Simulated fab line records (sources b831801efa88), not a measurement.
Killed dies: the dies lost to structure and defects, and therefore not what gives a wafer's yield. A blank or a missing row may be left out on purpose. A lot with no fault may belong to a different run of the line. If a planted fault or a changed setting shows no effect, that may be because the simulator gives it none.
The same fault as seen by 2 desks	flow gf180mcu	what lay behind the numbers comes last; until then each desk has only its own

== DESK OF THE TOOL OWNER: pvdSputter-01 ==
The tool's own readings at GF_M1_SPUTTER_00 (material Ti, target thk 37.5 nm, time 150 s): means of the sampled wafers that have a number, for each lot that ran on this tool. If a lot's mean is further than 4 standard deviations from the usual mean, the lot is out of limits and carries the mark OUT (the distance appears in the brackets).
Columns: A = cathodeDcPowerW at GF_M1_SPUTTER_00, usual 3999.9 W; B = chamberPressurePa at GF_M1_SPUTTER_00, usual 2.000 Pa; C = substrateTempC at GF_M1_SPUTTER_00, usual 199.99 C; D = throttleValvePct at GF_M1_SPUTTER_00, usual 30.1 %
lot	first seen here	A	B	C	D
L908	day 16 14:05	3999.6	2.001	200.01	29.7
L915	day 19 05:52	4000.2	2.001	200.12	28.7
L928	day 23 15:16	4000.8	2.005	199.91	29.5
This desk found nothing out of limits on any of the 3 lots.

== AT THE METROLOGY DESK ==
Lot by lot, what the gauges showed, no matter which tool ran the lot: averages of those sampled wafers that carry a number. If a lot's mean is further than 4 standard deviations from the usual mean, the lot is out of limits and carries the mark OUT (the distance appears in the brackets).
Columns: A = V5_W_RS at GF_V5_RS_MEAS_24, usual 0.327 ohm/sq
lot	first seen here	A
L907	day 27 05:37	0.323
L908	day 27 14:49	0.319
L910	day 28 06:57	0.324
L912	day 28 18:34	0.331
L913	day 29 02:53	0.329
L914	day 29 11:54	0.320
L915	day 29 19:14	0.331
L920	day 31 04:27	0.329
L921	day 31 10:23	0.325
L922	day 31 18:44	0.321
L928	day 32 22:40	0.332
L929	day 33 09:38	0.327
This desk found nothing out of limits on any of the 12 lots.

== TAKEN TOGETHER ==
The tool owner's desk saw nothing out of limits.
The metrology desk saw nothing out of limits.

== WHAT THE SIMULATOR HAD PUT IN ==
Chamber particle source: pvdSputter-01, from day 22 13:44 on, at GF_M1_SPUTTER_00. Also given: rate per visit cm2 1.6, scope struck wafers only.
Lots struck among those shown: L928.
